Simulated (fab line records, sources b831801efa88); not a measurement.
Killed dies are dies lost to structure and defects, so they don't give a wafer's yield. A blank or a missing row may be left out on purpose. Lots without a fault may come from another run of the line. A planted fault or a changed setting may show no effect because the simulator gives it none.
Which tool did it? | flow sky130 | 6 lots, 18 wafers sampled, at 4 steps of a route of 708

WHAT THE GAUGES READ, wafer by wafer
SKY_LDD_N_OVL_MEAS_07.
lot  | measured     | on         | LDD_N_OVL (nm)
L922 | day 18 03:21 | overlay-02 | 0.4 -0.3 0.2
L933 | day 22 11:16 | overlay-01 | 0.6 -0.2 -0.5
L935 | day 23 03:52 | overlay-02 | -0.1 -2.1 -0.6
L936 | day 24 03:29 | overlay-01 | 1.3 0.5 0.8
L940 | day 24 15:41 | overlay-02 | -0.9 0.8 -0.2
L943 | day 25 22:33 | overlay-02 | -0.3 -0.2 -0.4

WHICH TOOL RAN EACH LOT (tool, then ch and the chambers of the sampled wafers, then the start)
lot  | SKY_GATE_OXIDE_STRIP_13              | SKY_POLY_GATE_ETCH_17            | SKY_POLY_GATE_STRIP_18
L922 | plasma_asher-04 ch 0,1, day 14 06:33 | rie_si-02 ch 0,2,3, day 16 19:56 | plasma_asher-02 ch 0,1, day 16 20:00
L933 | plasma_asher-03 ch 0,1, day 18 08:59 | rie_si-02 ch 0,2, day 21 03:15   | plasma_asher-01 ch 0,1, day 21 03:18
L935 | plasma_asher-03 ch 0, day 19 00:51   | rie_si-02 ch 0,1, day 21 20:21   | plasma_asher-02 ch 1, day 21 20:24
L936 | plasma_asher-03 ch 0,1, day 20 00:47 | rie_si-02 ch 2,3, day 22 20:20   | plasma_asher-02 ch 0,1, day 22 20:26
L940 | plasma_asher-04 ch 0,1, day 20 12:31 | rie_si-01 ch 2,3, day 23 08:44   | plasma_asher-01 ch 0,1, day 23 08:47
L943 | plasma_asher-03 ch 0,1, day 21 20:58 | rie_si-02 ch 0,2,3, day 24 15:35 | plasma_asher-01 ch 0,1, day 24 15:38
- SKY_GATE_OXIDE_STRIP_13: strips in O2/N2.
- SKY_POLY_GATE_ETCH_17: etches poly-Si in HBr/Cl2, stops on SiO2, target depth 180 nm, time 70.5 s.
- SKY_POLY_GATE_STRIP_18: strips in O2/N2.

THE ANSWER, worked out from the rows above alone
Rule: what is usual is taken from the lots themselves. Put in order of their means at a reading, lots are off if they are a third of the lots or fewer, leave a main group of 4 or more, and stand apart from it by a gap of 3 or more times the standard deviation of the main group's means; of several such gaps the widest counts. A main group whose means are all the same, to the digits that the tables above print for the reading, isn't used. A lot without any number at a reading at which 4 lots or more have one is off too. The other lots that the step has rows for count as sound.
No lot is off at any reading shown: from this, nothing can be told.

WHAT THE SIMULATOR HAD PUT IN
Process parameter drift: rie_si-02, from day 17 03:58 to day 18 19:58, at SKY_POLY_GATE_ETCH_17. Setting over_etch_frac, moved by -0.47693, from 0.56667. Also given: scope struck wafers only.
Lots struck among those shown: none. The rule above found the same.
